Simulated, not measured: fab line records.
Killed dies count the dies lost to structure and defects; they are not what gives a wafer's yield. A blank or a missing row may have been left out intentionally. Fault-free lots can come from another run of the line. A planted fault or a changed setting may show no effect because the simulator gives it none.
Which tool did it?    flow gf180mcu    Sampling: 12 lots, 35 wafers, 5 of 602 route steps

== WHAT EACH GAUGE READ, for each wafer ==
GF_POLY_GATE_CD_MEAS_18. Usual: cd_nm at 279.7 nm, with a standard deviation of 2.
lot   measured      on         cd_nm (nm)         flag
L254  day 9 13:13   cd_sem-01  277.6 283.6 282.7  
L255  day 9 22:02   cd_sem-01  282.6 277.9 279.5  
L256  day 10 02:45  cd_sem-01  277.6 280.5 281.5  
L257  day 10 13:27  cd_sem-01  282.0 280.8 282.3  
L260  day 11 05:14  cd_sem-02  282.1 280.9 280.8  
L261  day 11 13:41  cd_sem-02  274.8 280.8        
L269  day 14 11:43  cd_sem-02  281.3 277.0 279.2  
L270  day 14 14:24  cd_sem-01  277.4 276.1 277.6  
L272  day 15 03:56  cd_sem-01  278.3 278.9 277.8  
L273  day 15 06:55  cd_sem-02  282.7 280.9 279.7  
L274  day 15 15:17  cd_sem-02  278.5 278.6 276.9  
L276  day 16 09:19  cd_sem-01  280.9 276.5 282.0  

GF_HV_LDD_TW_MEAS_50. Usual: HV_LDD_4_TW 570, standard deviation 4.3.
lot   measured      on             HV_LDD_4_TW  flag
L254  day 12 17:54  film_metro-02  569 566 570  
L255  day 13 03:28  film_metro-02  570 569 571  
L256  day 13 09:13  film_metro-02  573 571 571  
L257  day 13 19:56  film_metro-04  575 574 579  
L260  day 14 14:16  film_metro-01  570 569 569  
L261  day 14 22:13  film_metro-01  570 570      
L269  day 18 06:35  film_metro-04  571 574 570  
L270  day 18 10:22  film_metro-01  565 564 566  
L272  day 19 00:41  film_metro-04  572 572 572  
L273  day 19 03:55  film_metro-02  559 558 557  
L274  day 19 14:46  film_metro-01  565 569 567  
L276  day 20 11:04  film_metro-04  569 569 567  

GF_PSD_RS_MEAS_14: measurement is done with a four-point probe. Usual: NSD_RS 46.18 ohm/sq, standard deviation 0.096.
lot   measured      on             NSD_RS (ohm/sq)                      flag
L254  day 14 14:43  film_metro-01  46.28 46.31 46.34                    
L255  day 15 01:17  film_metro-01  46.13 46.11 46.06                    
L256  day 15 05:58  film_metro-01  46.22 46.29 46.22                    
L257  day 15 18:25  film_metro-01  46.27 46.07 46.18                    
L260  day 16 14:37  film_metro-04  44.32 44.16 46.12 44.18 44.19 46.08  OFF
L261  day 16 22:29  film_metro-03  44.35 44.43 44.41 44.42              OFF
L269  day 20 11:27  film_metro-03  46.14 46.07 46.11                    
L270  day 20 15:34  film_metro-03  45.93 46.08 46.01                    
L272  day 21 04:04  film_metro-04  46.31 46.24 46.14                    
L273  day 21 12:54  film_metro-04  46.29 46.36 46.34                    
L274  day 21 18:37  film_metro-03  46.03 46.13 46.10                    
L276  day 22 14:56  film_metro-03  46.18 46.30 46.20                    

GF_PSD_RS_MEAS_15: measurement is done with a four-point probe. Usual: PSD_RS 108.7 ohm/sq, standard deviation 0.33.
lot   measured      on             PSD_RS (ohm/sq)                      flag
L254  day 14 14:50  film_metro-01  109.0 109.2 108.8                    
L255  day 15 01:24  film_metro-01  108.4 108.4 108.4                    
L256  day 15 06:05  film_metro-01  108.6 108.9 108.8                    
L257  day 15 18:32  film_metro-01  108.6 108.5 108.5                    
L260  day 16 19:47  film_metro-04  104.2 104.4 108.2 104.1 104.4 108.5  OFF
L261  day 17 01:54  film_metro-03  104.8 105.0 104.7 104.8              OFF
L269  day 20 11:34  film_metro-03  108.7 108.4 108.5                    
L270  day 20 15:41  film_metro-03  108.2 108.0 108.3                    
L272  day 21 04:11  film_metro-04  108.8 108.7 108.7                    
L273  day 21 13:01  film_metro-04  109.0 109.5 109.2                    
L274  day 21 18:44  film_metro-03  108.2 108.2 108.3                    
L276  day 22 15:03  film_metro-03  109.0 109.1 108.9                    

== TOOL THAT RAN EACH LOT (tool first, then ch and the chambers of the sampled wafers, then the start) ==
lot   GF_PSD_RTA_13
L254  rtp_anneal-01 ch 0, day 14 14:38
L255  rtp_anneal-01 ch 0, day 15 01:11
L256  rtp_anneal-02 ch 0, day 15 05:53
L257  rtp_anneal-02 ch 0, day 15 18:20
L260  rtp_anneal-02 ch 0, day 16 14:31
L261  rtp_anneal-02 ch 0, day 16 22:23
L269  rtp_anneal-02 ch 0, day 20 11:21
L270  rtp_anneal-02 ch 0, day 20 15:29
L272  rtp_anneal-01 ch 0, day 21 03:58
L273  rtp_anneal-01 ch 0, day 21 12:49
L274  rtp_anneal-02 ch 0, day 21 18:32
L276  rtp_anneal-02 ch 0, day 22 14:46
- GF_PSD_RTA_13: time 20 s.

== AS READ BY THE TOOLS THEMSELVES (means over the sampled wafers that have a number; for cases with no such wafer, the mark the record gives instead) ==
GF_PSD_RTA_13. Usual: anneal_temp_c_max 1031.0, standard deviation 1.7; lamp_power_pct 35.9 %, standard deviation 1.6; run_length_s 48.7 s, standard deviation 0.57; wafer_temp_C_max 1028.7, standard deviation 1.3.
lot   tool           anneal_temp_c_max  lamp_power_pct (%)  run_length_s (s)  wafer_temp_C_max  flag
L254  rtp_anneal-01  1030.0             37.8                48.2              1027.3            
L255  rtp_anneal-01  1029.4             37.8                48.3              1027.6            
L256  rtp_anneal-02  1033.1             34.6                48.8              1030.0            
L257  rtp_anneal-02  1033.1             34.6                48.9              1030.1            
L260  rtp_anneal-02  1031.2             34.6                54.7              1029.2            OFF
L261  rtp_anneal-02  1031.7             34.5                57.8              1029.5            OFF
L269  rtp_anneal-02  1031.7             34.6                48.7              1029.4            
L270  rtp_anneal-02  1031.6             34.6                48.7              1028.8            
L272  rtp_anneal-01  1029.3             37.8                48.3              1027.3            
L273  rtp_anneal-01  1029.1             37.8                48.4              1027.0            
L274  rtp_anneal-02  1032.0             34.5                48.9              1029.6            
L276  rtp_anneal-02  1031.9             34.6                51.1              1029.4            OFF

== THE ANSWER, worked out from the rows above alone ==
Rule: lot off if the mean of its wafers having a number is beyond 3 standard deviations from the usual mean. A lot without any number at a reading at which 4 lots or more have one is off too. The other lots that the step has rows for count as sound. First the gauges in route order, then the tools' own readings, where a lot's mean is used as printed above. The first step at which some lot is off is used, and at that step the reading that is off furthest; a lot without a number counts as furthest.
Off: L260, L261, at GF_PSD_RS_MEAS_14 (NSD_RS).
A tool fits if, at a process step before that reading, it ran every lot that is off, and no sound lot after the first of them. Not tried: the gauges at GF_PSD_RS_MEAS_14; whatever is off there is also off at GF_PSD_RTA_13, on other tools, and gauge error can't account for it. No candidate that was tried fits.

== WHAT THE SIMULATOR PUT IN ==
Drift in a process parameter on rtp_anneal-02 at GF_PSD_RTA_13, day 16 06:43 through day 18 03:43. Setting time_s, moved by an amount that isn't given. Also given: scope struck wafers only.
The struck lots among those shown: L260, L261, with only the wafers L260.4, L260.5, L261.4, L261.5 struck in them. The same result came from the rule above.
